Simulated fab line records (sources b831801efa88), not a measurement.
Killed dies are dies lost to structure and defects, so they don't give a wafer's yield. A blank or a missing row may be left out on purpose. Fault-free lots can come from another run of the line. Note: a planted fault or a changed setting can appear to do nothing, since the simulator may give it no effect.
Which tool is to blame? -- flow gf180mcu -- 39 wafers from 13 lots sampled at 4 of the route's 602 steps

== WHAT EACH GAUGE READ, for each wafer ==
GF_V2_OVL_MEAS_15. Usual: for V2_OVL the level is -1 nm and the standard deviation is 5.
lot,measured,on,V2_OVL (nm),flag
L747,day 20 17:49,overlay-01,6 4 -5,
L750,day 21 22:50,overlay-02,4 -4 6,
L751,day 22 08:14,overlay-02,4 4 2,
L752,day 22 15:53,overlay-01,-9 -7 0,
L753,day 23 01:54,overlay-02,-6 -6 -8,
L754,day 23 07:08,overlay-02,-10 2 -3,
L755,day 23 22:53,overlay-02,-1 4 1,
L758,day 24 14:55,overlay-02,-1 -9 -9,
L760,day 25 19:02,overlay-02,6 10 5,
L762,day 26 01:32,overlay-02,-8 3 7,
L763,day 26 07:08,overlay-01,5 4 0,
L767,day 27 16:17,overlay-01,1 -2 -8,
L768,day 27 17:52,overlay-02,-4 4 -1,

GF_V3_CD_MEAS_14: target cd 260 nm. Usual: cdNm at 260.4 nm, with a standard deviation of 1.3.
lot,measured,on,cdNm (nm),flag
L747,day 22 19:00,cdSem-02,260.9 261.0 260.4,
L750,day 23 23:55,cdSem-02,260.1 261.0 260.1,
L751,day 24 09:23,cdSem-01,257.9 259.4 257.7,
L752,day 24 16:05,cdSem-02,260.6 260.5 260.7,
L753,day 25 01:52,cdSem-02,260.7 259.7 259.1,
L754,day 25 06:34,cdSem-02,260.4 260.9 259.5,
L755,day 25 21:40,cdSem-01,261.6 261.5 260.7,
L758,day 26 12:27,cdSem-01,259.4 259.2 260.2,
L760,day 27 15:51,cdSem-02,260.7 260.7 260.9,
L762,day 27 22:01,cdSem-01,261.5 260.8 261.0,
L763,day 28 02:35,cdSem-01,261.9 261.5 261.3,
L767,day 29 10:25,cdSem-02,260.4 260.7 261.0,
L768,day 29 11:34,cdSem-01,260.3 259.2 259.4,

== EACH LOT AND THE TOOL THAT RAN IT (in order: tool; ch and the chambers of the sampled wafers; start) ==
lot,GF_V2_ETCH_16,GF_M3_STRIP_18
L747,"rieDiel-03 ch 0,1,2, day 20 17:52","wetBench-03 ch 2, day 21 19:05"
L750,"rieDiel-04 ch 0,1, day 21 22:52","wetBench-03 ch 2, day 22 23:56"
L751,"rieDiel-02 ch 0,1,3, day 22 08:16","wetBench-01 ch 2, day 23 09:43"
L752,"rieDiel-03 ch 1,3, day 22 15:55","wetBench-04 ch 0, day 23 16:47"
L753,"rieDiel-02 ch 0,2,3, day 23 01:55","wetBench-04 ch 3, day 24 03:02"
L754,"rieDiel-03 ch 1,3, day 23 07:10","wetBench-01 ch 0, day 24 07:23"
L755,"rieDiel-04 ch 0,2,3, day 23 22:55","wetBench-01 ch 2, day 24 23:03"
L758,"rieDiel-03 ch 0,2,3, day 24 14:58","wetBench-04 ch 2, day 25 14:41"
L760,"rieDiel-03 ch 0,3, day 25 19:05","wetBench-04 ch 0, day 26 17:02"
L762,"rieDiel-02 ch 0,2,3, day 26 01:34","wetBench-04 ch 0, day 27 00:41"
L763,"rieDiel-03 ch 0,3, day 26 07:10","wetBench-03 ch 1, day 27 05:15"
L767,"rieDiel-04 ch 0,2, day 27 16:19","wetBench-03 ch 3, day 28 14:07"
L768,"rieDiel-04 ch 0,1,2, day 27 17:55","wetBench-03 ch 2, day 28 15:22"
- GF_V2_ETCH_16: etches BARC in N2/H2.
- GF_M3_STRIP_18: strips in post etch residue remover, time 1200 s.

== WHAT THE TOOLS THEMSELVES READ (means of the sampled wafers that have a number; where no wafer has one, the mark that the record gives instead) ==
GF_V2_ETCH_16. Usual: drypumpMotorCurrentA 5.7 A, standard deviation 0.54; n2FlowSccm 100.0 sccm, standard deviation 0.33; oesProductAu 0.855 a.u., standard deviation 0.0045; throttleValvePct 13.225 %, standard deviation 0.0095.
lot,tool,drypumpMotorCurrentA (A),n2FlowSccm (sccm),oesProductAu (a.u.),throttleValvePct (%),flag
L747,rieDiel-03,5.9,100.1,0.851,13.230,
L750,rieDiel-04,5.8,99.8,0.856,13.218,
L751,rieDiel-02,5.8,99.9,0.857,13.235,
L752,rieDiel-03,5.0,100.3,0.858,13.223,
L753,rieDiel-02,5.6,99.7,0.857,13.228,
L754,rieDiel-03,5.3,100.3,0.852,13.227,
L755,rieDiel-04,5.6,100.1,0.857,13.228,
L758,rieDiel-03,5.6,99.9,0.855,13.219,
L760,rieDiel-03,5.3,100.0,0.849,13.220,
L762,rieDiel-02,5.6,99.8,0.852,13.240,
L763,rieDiel-03,5.8,100.2,0.855,13.214,
L767,rieDiel-04,5.7,99.7,0.858,13.228,
L768,rieDiel-04,6.0,99.8,0.857,13.234,

GF_M3_STRIP_18. Usual: runLengthS at 1227 s, with a standard deviation of 3.3.
lot,tool,runLengthS (s),flag
L747,wetBench-03,1226,
L750,wetBench-03,1234,
L751,wetBench-01,1225,
L752,wetBench-04,1232,
L753,wetBench-04,1225,
L754,wetBench-01,1227,
L755,wetBench-01,1233,
L758,wetBench-04,1227,
L760,wetBench-04,893,OFF
L762,wetBench-04,893,OFF
L763,wetBench-03,1225,
L767,wetBench-03,1226,
L768,wetBench-03,1227,

== THE ANSWER, worked out from the rows above alone ==
Rule: lot off if the mean of its wafers having a number is beyond 3 standard deviations from the usual mean. Also off: a lot with no number at a reading for which 4 or more lots have one. Any other lot the step has rows for is counted as sound. Order of review: gauges by route order, followed by the tools' own readings, for which a lot's mean as printed above is used. The first step at which some lot is off is used, and at that step the reading that is off furthest; a lot without a number counts as furthest.
Off, at GF_M3_STRIP_18 on runLengthS: L760, L762.
If a tool, at that step or one of the process steps before it, ran each lot that is off and ran no sound lot following the first of them, it fits. One fits: GF_M3_STRIP_18 on wetBench-04. A fault onset in the window from L758 (day 25 14:41, its last sound lot) to L760 (day 26 17:02, its first lot off) fits.
The tool's own readings at GF_M3_STRIP_18 bear it out: on the lots that are off they differ by more than 5 times the standard deviation of the sound lots' means. runLengthS reads 893 s there against 1228 s on the sound lots.

== WHAT HAD BEEN PUT IN BY THE SIMULATOR ==
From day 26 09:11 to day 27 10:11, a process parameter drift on wetBench-04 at GF_M3_STRIP_18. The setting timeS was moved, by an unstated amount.
Shown lots that were struck: L760, L762. The rule given above showed the same thing.
